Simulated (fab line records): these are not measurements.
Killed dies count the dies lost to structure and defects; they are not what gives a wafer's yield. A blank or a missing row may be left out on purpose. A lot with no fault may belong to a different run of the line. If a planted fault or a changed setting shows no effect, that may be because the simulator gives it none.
Problem report, 8D (eight disciplines) form, completed by code / flow sky130 / the parts of the form that need people (team, actions taken, sign-off) are left out

## 1. WHAT WENT WRONG
Wafers without a fault read 25, standard deviation 5.3; killedAtContacts at SKY_PAD_OPEN_PROBE_99 reads a mean of 80 on 6 wafers belonging to 2 lots. Measured from the usual mean, that is +10 standard deviations.
First seen on wafer L705.2, day 48 13:43, on prober-01. The record holds 9 wafers of 3 lots with a number at this step. The rule behind "out" and "out of limits": a value lying over 4 standard deviations away from the usual mean. The rest of the wafers with a number are treated as sound.

## 2. WHAT IT IS; WHAT IT IS NOT
question=which readings at this step | is=killedAtContacts, killedDies | is not=killed_at_M4_up, killedAtFrontEnd, killedAtOther
question=which lots | is=L705, L706 | is not=L713
question=which wafers of those lots | is=all that have a number | is not=-
question=read on which tools | is=prober-01, prober-02 | is not=-
question=when | is=from day 48 13:43 | is not=up to then (0 sound wafers); but 3 sound wafers of L713 came after

## 3. WHAT RULES OUT EACH SUSPECT
Counting: a tool at a process step up to the reading stays a suspect if it ran every lot that is out and no sound lot after the first of them.
- wetBench-02 at SKY_CONTACT_CLEAN_22 (cleans in O3/DIW): kept. It ran every lot that is out, first L705 (day 35 08:31), and no sound lot after that.
- pvdSputter-03 at SKY_CAP2M_SPUTTER_02 (material TiN, target thk 200 nm, time 166.7 s): ruled out as a lasting fault. Following L705 (day 43 02:22), the first lot on it that is out, the sound lots L713 were run on it.
Left after counting: wetBench-02 at SKY_CONTACT_CLEAN_22.

## 4. THE CAUSE (what the simulator had put in)
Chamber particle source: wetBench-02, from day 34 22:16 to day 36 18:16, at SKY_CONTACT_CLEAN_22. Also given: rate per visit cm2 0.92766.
This tool alone remained once counting was done.

## 5. THE EFFECT CHAIN, in route order
Each row: a reading whose mean over the struck wafers that have a number lies more than 3 standard deviations from the usual. Only readings whose record carries a usual standard deviation are examined. hours: median over the lots of the time between each lot's start at the first step of this table that gives one and its start at this step. sigmas: the change, counted in usual standard deviations.
hours=0; step=SKY_PAD_OPEN_PROBE_99; reading=killedAtContacts; usual=25; on struck wafers=80; change=+55; sigmas=+10
hours=0; step=SKY_PAD_OPEN_PROBE_99; reading=killedDies; usual=86; on struck wafers=138; change=+52; sigmas=+6.0
It contains these process steps:
- SKY_PAD_OPEN_PROBE_99

## 6. HOW IT WOULD HAVE BEEN CAUGHT EARLIER
The fault began at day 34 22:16; the first out-of-limits reading in this record came at day 48 13:43, 327 hours later.
By day 48 13:43 the whole set of lots that are out, 2 in number, had already begun SKY_CONTACT_CLEAN_22 on wetBench-02. Tool hold at that time: it would have spared none of them.
